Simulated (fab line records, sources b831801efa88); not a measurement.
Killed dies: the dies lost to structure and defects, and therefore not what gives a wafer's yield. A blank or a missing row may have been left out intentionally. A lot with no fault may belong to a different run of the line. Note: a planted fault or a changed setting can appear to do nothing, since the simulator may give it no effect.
Problem report, 8D (eight disciplines) form, completed by code -- flow sky130 -- the parts of the form that need people (team, actions taken, sign-off) are left out

== 1. WHAT IS WRONG ==
Mean VIA1_HDPCVD_THK at SKY_VIA1_THK_MEAS_01: 977 nm over 3 wafers in 3 lots; fault-free wafers: 1034 nm, standard deviation 12. Relative to the usual mean, that is a shift of -4.7 standard deviations.
Seen first at day 35 14:49 on filmMetro-02, wafer L261.1. The record has a number at this step for 33 wafers belonging to 11 lots. Rule for "out", or "out of limits": more than 4 standard deviations from the usual mean. The other wafers with a number count as sound.

== 2. WHAT IT IS, AND WHAT IT ISN'T ==
question,is,is not
which readings at this step,VIA1_HDPCVD_THK,-
which lots,"L261, L262, L263","L257, L260, L270, L271, L273, L277, L278, L279"
which wafers of those lots,"L261.1, L262.4, L263.4","L261.5, L261.6, L262.5, L262.6, L263.2, L263.3"
read on which gauges,"filmMetro-01, filmMetro-02, filmMetro-03",-
when,from day 35 14:49,"up to then (8 sound wafers); but 22 sound wafers of L262, L263, L270, L271, L273, L277, L278, L279 came after"

== 3. SUSPECTS, AND WHAT RULES EACH OUT ==
Counting: a tool at a process step up to the reading stays a suspect if it ran every lot that is out. Sound lots after the first of them don't rule it out here, since some wafers of a struck lot are sound.
- the gauge at SKY_VIA1_THK_MEAS_01 has been ruled out. Those wafers that are out were read across 3 gauges (filmMetro-01, filmMetro-02, filmMetro-03).
- hdpcvd-01 at SKY_VIA1_HDPCVD_00 (deposits SiO2, target thk 1030 nm, time 171.7 s): kept. Every lot that is out went through it, the first being L261 (day 35 14:42); the last sound lot it ran before that was L260 (day 35 04:49). On those wafers its own readings are out: runLengthS.
Left after counting: hdpcvd-01 at SKY_VIA1_HDPCVD_00.

== 4. THE CAUSE (what the simulator had put in) ==
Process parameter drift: hdpcvd-01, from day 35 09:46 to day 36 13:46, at SKY_VIA1_HDPCVD_00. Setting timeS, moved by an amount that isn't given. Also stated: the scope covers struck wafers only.
This tool alone remained once counting was done.

== 5. THE CHAIN OF EFFECTS, in route order ==
Rows list readings where the struck wafers' mean (over those with a number) sits beyond 3 standard deviations from the usual. Only readings whose record carries a usual standard deviation are examined. hours: median over the lots of the time between each lot's start at the first step of this table that gives one and its start at this step. sigmas: the change, counted in usual standard deviations.
hours,step,reading,usual,on struck wafers,change,sigmas
0,SKY_VIA1_HDPCVD_00,runLengthS,199.8 s,190.1,-9.7,-19
0,SKY_VIA1_THK_MEAS_01,VIA1_HDPCVD_THK,1034 nm,977,-57,-4.7
The process steps in it:
- SKY_VIA1_HDPCVD_00: deposits SiO2, target thk 1030 nm, time 171.7 s.

== 6. HOW IT WOULD HAVE BEEN CAUGHT EARLIER ==
Counted from the fault's start at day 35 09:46, it took 5 hours until the first out-of-limits reading at a measuring or inspecting step in this record, taken at day 35 14:49.
Tool's own readings at SKY_VIA1_HDPCVD_00, runLengthS: out on all struck wafers the step has rows for; an alarm limit on them would have tripped on the first.
L262, L263, from the lots that are out (3), started SKY_VIA1_HDPCVD_00 on hdpcvd-01 later than day 35 14:49. A hold on the tool at that time would have spared those 2.
